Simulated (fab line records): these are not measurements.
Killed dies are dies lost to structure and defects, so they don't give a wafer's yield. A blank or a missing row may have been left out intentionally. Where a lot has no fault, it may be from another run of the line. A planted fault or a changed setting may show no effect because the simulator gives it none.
Which tool did it? || flow gf180mcu || 6 lots with 18 wafers sampled at 3 steps, on a route of 602 steps

== WHAT EACH GAUGE READ, for each wafer ==
GF_V5_THK_MEAS_25: measures by xrf.
{"lot": "L529", "measured": "day 27 23:31", "on": "film-metro-02", "V5_W_THK (nm)": "359 355 358"}
{"lot": "L532", "measured": "day 28 23:10", "on": "film-metro-04", "V5_W_THK (nm)": "347 347 345"}
{"lot": "L542", "measured": "day 31 16:41", "on": "film-metro-03", "V5_W_THK (nm)": "353 348 349"}
{"lot": "L544", "measured": "day 32 03:39", "on": "film-metro-04", "V5_W_THK (nm)": "349 350 348"}
{"lot": "L546", "measured": "day 32 20:52", "on": "film-metro-03", "V5_W_THK (nm)": "357 358 354"}
{"lot": "L549", "measured": "day 33 07:43", "on": "film-metro-04", "V5_W_THK (nm)": "344 345 343"}

== WHAT TOOL EACH LOT RAN ON (gives the tool, then ch and the chambers of the sampled wafers, and finally the start) ==
{"lot": "L529", "GF_M2_SPUTTER_04": "pvd-sputter-04, day 19 02:28", "GF_V5_STRIP_18": "plasma-asher-01 ch 0,1, day 27 22:32"}
{"lot": "L532", "GF_M2_SPUTTER_04": "pvd-sputter-04, day 20 04:40", "GF_V5_STRIP_18": "plasma-asher-02 ch 1, day 28 22:16"}
{"lot": "L542", "GF_M2_SPUTTER_04": "pvd-sputter-03, day 23 17:16", "GF_V5_STRIP_18": "plasma-asher-04 ch 1, day 31 15:49"}
{"lot": "L544", "GF_M2_SPUTTER_04": "pvd-sputter-02, day 24 08:25", "GF_V5_STRIP_18": "plasma-asher-01 ch 0,1, day 32 02:46"}
{"lot": "L546", "GF_M2_SPUTTER_04": "pvd-sputter-03, day 25 03:26", "GF_V5_STRIP_18": "plasma-asher-04 ch 0,1, day 32 20:00"}
{"lot": "L549", "GF_M2_SPUTTER_04": "pvd-sputter-03, day 25 18:18", "GF_V5_STRIP_18": "plasma-asher-01 ch 0,1, day 33 06:48"}
- GF_M2_SPUTTER_04: material TiN, target thk 50 nm, time 41.7 s.
- GF_V5_STRIP_18: strips in O2/N2.

== THE ANSWER, worked out from the rows above alone ==
Rule: usual is defined by the lots themselves. The widest of any qualifying gaps counts: lots, ordered by their means at a reading, are off when they make up no more than a third of the lots, leave a main group of 4 or more, and stand apart from it by 3 or more times the standard deviation of that group's means. If all means in a main group match to the digits the tables above print for the reading, that group is not used. A lot without any number at a reading at which 4 lots or more have one is off too. Any other lot the step has rows for is counted as sound.
None of the lots is off at any reading shown; this tells nothing.

== WHAT WAS PUT IN BY THE SIMULATOR ==
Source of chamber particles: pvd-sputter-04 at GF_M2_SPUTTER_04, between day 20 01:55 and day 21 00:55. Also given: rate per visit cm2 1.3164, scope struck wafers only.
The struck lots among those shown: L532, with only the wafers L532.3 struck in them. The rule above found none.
